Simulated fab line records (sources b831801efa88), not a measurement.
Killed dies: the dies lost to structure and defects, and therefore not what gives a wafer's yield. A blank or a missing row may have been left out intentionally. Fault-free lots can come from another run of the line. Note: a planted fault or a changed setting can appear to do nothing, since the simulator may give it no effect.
Which tool is to blame? :: flow gf180mcu :: 33 wafers from 11 lots sampled at 7 of the route's 602 steps

== WHAT THE GAUGES SHOWED, per wafer ==
GF_V3_RS_MEAS_24: the measuring method here is four-point-probe. Usual: V3_W_RS typically reads 0.327 ohm/sq, with standard deviation 0.0046.
lot: L612
measured: day 22 16:26
on: film-metro-02
V3_W_RS (ohm/sq): 0.328 0.330 0.331
flag: 

lot: L613
measured: day 23 01:38
on: film-metro-02
V3_W_RS (ohm/sq): 0.323 0.327 0.328
flag: 

lot: L614
measured: day 23 14:43
on: film-metro-01
V3_W_RS (ohm/sq): 0.329 0.328 0.330
flag: 

lot: L615
measured: day 23 17:57
on: film-metro-01
V3_W_RS (ohm/sq): 0.323 0.326 0.320
flag: 

lot: L617
measured: day 24 03:35
on: film-metro-02
V3_W_RS (ohm/sq): 0.328 0.332 0.328
flag: 

lot: L620
measured: day 25 08:49
on: film-metro-03
V3_W_RS (ohm/sq): 0.327 0.328 0.333
flag: 

lot: L623
measured: day 26 03:19
on: film-metro-03
V3_W_RS (ohm/sq): 0.325 0.319 0.329
flag: 

lot: L626
measured: day 27 06:16
on: film-metro-02
V3_W_RS (ohm/sq): 0.327 0.334 0.332
flag: 

lot: L632
measured: day 28 19:49
on: film-metro-01
V3_W_RS (ohm/sq): 0.187 0.188 0.188
flag: OFF

lot: L633
measured: day 29 06:19
on: film-metro-01
V3_W_RS (ohm/sq): 0.330 0.324 0.327
flag: 

lot: L635
measured: day 29 18:31
on: film-metro-03
V3_W_RS (ohm/sq): 0.182 0.181 0.185
flag: OFF

GF_V3_THK_MEAS_25: measures by xrf. Usual: V3_W_THK typically reads 341 nm, with standard deviation 5.8.
lot: L612
measured: day 22 16:33
on: film-metro-02
V3_W_THK (nm): 343 340 338
flag: 

lot: L613
measured: day 23 01:45
on: film-metro-02
V3_W_THK (nm): 345 340 338
flag: 

lot: L614
measured: day 23 14:50
on: film-metro-01
V3_W_THK (nm): 340 343 341
flag: 

lot: L615
measured: day 23 18:04
on: film-metro-01
V3_W_THK (nm): 347 342 349
flag: 

lot: L617
measured: day 24 03:41
on: film-metro-02
V3_W_THK (nm): 345 339 341
flag: 

lot: L620
measured: day 25 08:56
on: film-metro-03
V3_W_THK (nm): 336 334 331
flag: 

lot: L623
measured: day 26 03:26
on: film-metro-03
V3_W_THK (nm): 337 340 331
flag: 

lot: L626
measured: day 27 06:23
on: film-metro-02
V3_W_THK (nm): 344 334 338
flag: 

lot: L632
measured: day 28 19:56
on: film-metro-01
V3_W_THK (nm): - - -
flag: OFF

lot: L633
measured: day 29 06:26
on: film-metro-01
V3_W_THK (nm): 337 343 340
flag: 

lot: L635
measured: day 29 18:37
on: film-metro-03
V3_W_THK (nm): 565 566 560
flag: OFF

GF_M4_CD_MEAS_14: the cd target is 280 nm. Usual: cd-nm at 280.3 nm, with a standard deviation of 1.
lot: L612
measured: day 23 15:40
on: cd-sem-02
cd-nm (nm): 280.0 280.0 279.3
flag: 

lot: L613
measured: day 24 00:15
on: cd-sem-01
cd-nm (nm): 281.1 282.0 282.7
flag: 

lot: L614
measured: day 24 13:42
on: cd-sem-02
cd-nm (nm): 280.6 281.0 281.1
flag: 

lot: L615
measured: day 24 16:49
on: cd-sem-01
cd-nm (nm): 279.3 278.6 279.2
flag: 

lot: L617
measured: day 25 01:32
on: cd-sem-02
cd-nm (nm): 282.5 282.4 282.7
flag: 

lot: L620
measured: day 26 07:18
on: cd-sem-02
cd-nm (nm): 279.9 280.0 280.6
flag: 

lot: L623
measured: day 27 01:08
on: cd-sem-02
cd-nm (nm): 281.1 278.9 280.0
flag: 

lot: L626
measured: day 28 03:01
on: cd-sem-01
cd-nm (nm): 281.2 280.7 280.0
flag: 

lot: L632
measured: day 29 15:48
on: cd-sem-02
cd-nm (nm): 278.9 280.6 278.9
flag: 

lot: L633
measured: day 30 01:44
on: cd-sem-02
cd-nm (nm): 279.5 279.5 277.8
flag: 

lot: L635
measured: day 30 13:14
on: cd-sem-02
cd-nm (nm): 281.5 281.5 280.5
flag: 

GF_V4_BOW_MEAS_05. Usual: V4_BOW typically reads 136 um, with standard deviation 7.6.
lot: L612
measured: day 23 17:10
on: film-metro-04
V4_BOW (um): 137 144 139
flag: 

lot: L613
measured: day 24 01:38
on: film-metro-04
V4_BOW (um): 131 130 131
flag: 

lot: L614
measured: day 24 15:14
on: film-metro-01
V4_BOW (um): 149 143 143
flag: 

lot: L615
measured: day 24 18:12
on: film-metro-01
V4_BOW (um): 129 142 136
flag: 

lot: L617
measured: day 25 02:55
on: film-metro-04
V4_BOW (um): 132 131 135
flag: 

lot: L620
measured: day 26 08:43
on: film-metro-03
V4_BOW (um): 124 117 129
flag: 

lot: L623
measured: day 27 02:32
on: film-metro-01
V4_BOW (um): 144 140 144
flag: 

lot: L626
measured: day 28 04:24
on: film-metro-03
V4_BOW (um): 145 131 140
flag: 

lot: L632
measured: day 29 17:11
on: film-metro-04
V4_BOW (um): 130 122 126
flag: 

lot: L633
measured: day 30 03:11
on: film-metro-04
V4_BOW (um): 129 114 141
flag: 

lot: L635
measured: day 30 14:38
on: film-metro-01
V4_BOW (um): 151 142 149
flag: 

== WHAT TOOL EACH LOT RAN ON (gives the tool, then ch and the chambers of the sampled wafers, and finally the start) ==
lot: L612
GF_M2_SPUTTER_03: pvd-sputter-02, day 18 10:15
GF_V3_CVD_23: cvd-w-02 ch 0,1, day 22 16:18
GF_V3_CMP_26: cmp-01 ch 0,2,3, day 22 16:36

lot: L613
GF_M2_SPUTTER_03: pvd-sputter-02, day 18 20:23
GF_V3_CVD_23: cvd-w-01 ch 0,1, day 23 01:31
GF_V3_CMP_26: cmp-01 ch 0,2,3, day 23 01:52

lot: L614
GF_M2_SPUTTER_03: pvd-sputter-03, day 19 10:17
GF_V3_CVD_23: cvd-w-02 ch 0, day 23 14:36
GF_V3_CMP_26: cmp-01 ch 0,1,3, day 23 14:59

lot: L615
GF_M2_SPUTTER_03: pvd-sputter-03, day 19 14:19
GF_V3_CVD_23: cvd-w-01 ch 0,1, day 23 17:49
GF_V3_CMP_26: cmp-02 ch 0,2,3, day 23 18:10

lot: L617
GF_M2_SPUTTER_03: pvd-sputter-01, day 20 00:49
GF_V3_CVD_23: cvd-w-01 ch 0,1, day 24 03:27
GF_V3_CMP_26: cmp-01 ch 2,3, day 24 03:43

lot: L620
GF_M2_SPUTTER_03: pvd-sputter-01, day 21 09:32
GF_V3_CVD_23: cvd-w-02 ch 0,1, day 25 08:42
GF_V3_CMP_26: cmp-02 ch 0,2,3, day 25 09:08

lot: L623
GF_M2_SPUTTER_03: pvd-sputter-02, day 22 05:01
GF_V3_CVD_23: cvd-w-01 ch 0,1, day 26 03:12
GF_V3_CMP_26: cmp-01 ch 0,1,3, day 26 03:35

lot: L626
GF_M2_SPUTTER_03: pvd-sputter-03, day 23 09:31
GF_V3_CVD_23: cvd-w-02 ch 0,1, day 27 06:08
GF_V3_CMP_26: cmp-02 ch 0,2, day 27 06:29

lot: L632
GF_M2_SPUTTER_03: pvd-sputter-01, day 25 04:56
GF_V3_CVD_23: cvd-w-02 ch 1, day 28 19:42
GF_V3_CMP_26: cmp-02 ch 0,1,3, day 28 20:05

lot: L633
GF_M2_SPUTTER_03: pvd-sputter-03, day 25 14:58
GF_V3_CVD_23: cvd-w-01 ch 0,1, day 29 06:13
GF_V3_CMP_26: cmp-01 ch 0,1,2, day 29 06:30

lot: L635
GF_M2_SPUTTER_03: pvd-sputter-01, day 26 05:08
GF_V3_CVD_23: cvd-w-02 ch 0,1, day 29 18:24
GF_V3_CMP_26: cmp-02 ch 0,1,2, day 29 18:46
- GF_M2_SPUTTER_03: material Ti, target thk 10 nm, time 6.7 s.
- GF_V3_CVD_23: deposits W, target thk 350 nm, time 104.9 s.
- GF_V3_CMP_26: polishes, stops on SiO2, t overpolish 15 s, target thk 0 nm.

== AS READ BY THE TOOLS THEMSELVES (means over the sampled wafers that have a number; for cases with no such wafer, the mark the record gives instead) ==
GF_M2_SPUTTER_03. Usual: cathode-dc-power-W 3000.0 W, standard deviation 0.52; chamber-pressure-pa 0.3000 Pa, standard deviation 0.0006; throttle-valve-pct 30.0 %, standard deviation 0.88.
lot: L612
tool: pvd-sputter-02
cathode-dc-power-W (W): 3000.1
chamber-pressure-pa (Pa): 0.3005
throttle-valve-pct (%): 29.7
flag: 

lot: L613
tool: pvd-sputter-02
cathode-dc-power-W (W): 2999.7
chamber-pressure-pa (Pa): 0.3003
throttle-valve-pct (%): 29.0
flag: 

lot: L614
tool: pvd-sputter-03
cathode-dc-power-W (W): 2999.8
chamber-pressure-pa (Pa): 0.3000
throttle-valve-pct (%): 30.9
flag: 

lot: L615
tool: pvd-sputter-03
cathode-dc-power-W (W): 2999.8
chamber-pressure-pa (Pa): 0.2998
throttle-valve-pct (%): 30.3
flag: 

lot: L617
tool: pvd-sputter-01
cathode-dc-power-W (W): 3000.0
chamber-pressure-pa (Pa): 0.3004
throttle-valve-pct (%): 29.5
flag: 

lot: L620
tool: pvd-sputter-01
cathode-dc-power-W (W): 2999.9
chamber-pressure-pa (Pa): 0.3005
throttle-valve-pct (%): 30.0
flag: 

lot: L623
tool: pvd-sputter-02
cathode-dc-power-W (W): 2999.5
chamber-pressure-pa (Pa): 0.3000
throttle-valve-pct (%): 29.1
flag: 

lot: L626
tool: pvd-sputter-03
cathode-dc-power-W (W): 3000.1
chamber-pressure-pa (Pa): 0.2999
throttle-valve-pct (%): 30.7
flag: 

lot: L632
tool: pvd-sputter-01
cathode-dc-power-W (W): 3000.4
chamber-pressure-pa (Pa): 0.2997
throttle-valve-pct (%): 30.1
flag: 

lot: L633
tool: pvd-sputter-03
cathode-dc-power-W (W): 2999.8
chamber-pressure-pa (Pa): 0.3001
throttle-valve-pct (%): 30.5
flag: 

lot: L635
tool: pvd-sputter-01
cathode-dc-power-W (W): 3000.9
chamber-pressure-pa (Pa): 0.3001
throttle-valve-pct (%): 29.5
flag: 

GF_V3_CVD_23. Usual: heater-power-w at 866 W, with a standard deviation of 69.
lot: L612
tool: cvd-w-02
heater-power-w (W): 875
flag: 

lot: L613
tool: cvd-w-01
heater-power-w (W): 862
flag: 

lot: L614
tool: cvd-w-02
heater-power-w (W): 827
flag: 

lot: L615
tool: cvd-w-01
heater-power-w (W): 826
flag: 

lot: L617
tool: cvd-w-01
heater-power-w (W): 804
flag: 

lot: L620
tool: cvd-w-02
heater-power-w (W): 900
flag: 

lot: L623
tool: cvd-w-01
heater-power-w (W): 876
flag: 

lot: L626
tool: cvd-w-02
heater-power-w (W): 865
flag: 

lot: L632
tool: cvd-w-02
heater-power-w (W): 942
flag: 

lot: L633
tool: cvd-w-01
heater-power-w (W): 857
flag: 

lot: L635
tool: cvd-w-02
heater-power-w (W): 876
flag: 

GF_V3_CMP_26. Usual: motor-current-A 11.4 A, standard deviation 1.2; time-to-endpoint-s 83 s, standard deviation 3.6.
lot: L612
tool: cmp-01
motor-current-A (A): 12.1
time-to-endpoint-s (s): 79
flag: 

lot: L613
tool: cmp-01
motor-current-A (A): 11.9
time-to-endpoint-s (s): 82
flag: 

lot: L614
tool: cmp-01
motor-current-A (A): 12.1
time-to-endpoint-s (s): 77
flag: 

lot: L615
tool: cmp-02
motor-current-A (A): 10.6
time-to-endpoint-s (s): 83
flag: 

lot: L617
tool: cmp-01
motor-current-A (A): 13.2
time-to-endpoint-s (s): 84
flag: 

lot: L620
tool: cmp-02
motor-current-A (A): 10.4
time-to-endpoint-s (s): 82
flag: 

lot: L623
tool: cmp-01
motor-current-A (A): 11.8
time-to-endpoint-s (s): 82
flag: 

lot: L626
tool: cmp-02
motor-current-A (A): 9.5
time-to-endpoint-s (s): 82
flag: 

lot: L632
tool: cmp-02
motor-current-A (A): 10.9
time-to-endpoint-s (s): 147
flag: OFF

lot: L633
tool: cmp-01
motor-current-A (A): 11.6
time-to-endpoint-s (s): 85
flag: 

lot: L635
tool: cmp-02
motor-current-A (A): 10.2
time-to-endpoint-s (s): 146
flag: OFF

== THE ANSWER, worked out from the rows above alone ==
Rule: lot off if the mean of its wafers having a number is beyond 3 standard deviations from the usual mean. A lot without any number at a reading at which 4 lots or more have one is off too. The other lots that the step has rows for count as sound. First the gauges in route order, then the tools' own readings, where a lot's mean is used as printed above. At the first step where some lot is off, the reading lying furthest off is the one used; lots without a number count as furthest.
Off: L632, L635, seen at GF_V3_RS_MEAS_24 (V3_W_RS).
A tool fits if, at a process step before that reading, it ran every lot that is off, and no sound lot after the first of them. The gauges at GF_V3_RS_MEAS_24 aren't tried: what is off there is off at GF_V3_CMP_26 too, on other tools, and a gauge's error can't cause that. This does not decide it: 2 tools fit, namely pvd-sputter-01 at GF_M2_SPUTTER_03 and cvd-w-02 at GF_V3_CVD_23.

== WHAT THE SIMULATOR HAD PUT IN ==
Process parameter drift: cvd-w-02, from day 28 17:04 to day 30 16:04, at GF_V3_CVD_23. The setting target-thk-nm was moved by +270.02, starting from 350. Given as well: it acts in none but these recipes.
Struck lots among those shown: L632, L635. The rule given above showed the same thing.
